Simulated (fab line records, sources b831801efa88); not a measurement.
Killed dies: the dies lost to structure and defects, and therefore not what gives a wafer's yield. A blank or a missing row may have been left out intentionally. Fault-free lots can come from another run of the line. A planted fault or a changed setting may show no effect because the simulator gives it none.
Chamber matching + flow sky130 + SKY_VIA4_CMP_02 on cmp-02: 4 sister chambers
The step polishes SiO2. 4 wafers are shown with their chamber, then 7 later ones without.

== EACH WAFER AND ITS CHAMBER ==
| wafer  | chamber | motor_current_A (A) |
|--------|---------|---------------------|
| L594.3 | 3       | 10.5                |
| L593.5 | 2       | 11.8                |
| L600.1 | 0       | 11.6                |
| L600.4 | 1       | 13.5                |

== WAFERS MISSING THEIR CHAMBER ==
| wafer  | motor_current_A (A) |
|--------|---------------------|
| L600.6 | 12.1                |
| L608.1 | 14.2                |
| L608.4 | 11.0                |
| L608.5 | 13.3                |
| L612.2 | 12.3                |
| L612.3 | 13.7                |
| L612.6 | 12.2                |

== WHICH CHAMBER EACH ONE RAN IN ==
| wafer  | from the rows above          | in truth |
|--------|------------------------------|----------|
| L600.6 | can't be placed: 2 or 0      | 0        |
| L608.1 | 1                            | 1        |
| L608.4 | can't be placed: 3 or 0 or 2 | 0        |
| L608.5 | 1                            | 1        |
| L612.2 | can't be placed: 2 or 0 or 1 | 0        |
| L612.3 | 1                            | 1        |
| L612.6 | can't be placed: 2 or 0      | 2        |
Placed correctly: 3 of 7. Cannot be placed on the basis of these rows: 4; the candidates contain the true chamber in 4. Wrongly placed: 0.
How it was worked out, from the rows above alone: a wafer's distance from a chamber is the root of the sum, over the readings, of the square of ((its reading less the chamber's mean) divided by the reading's scatter). If the next closest chamber is less than 2 further off than the closest, the wafer can't be placed; otherwise it belongs to the closest. A chamber's mean is the mean of its shown wafers. The scatter (one wafer shown for each chamber): square how far every hidden wafer sits from the nearest shown wafer, average those squares and take the square root.
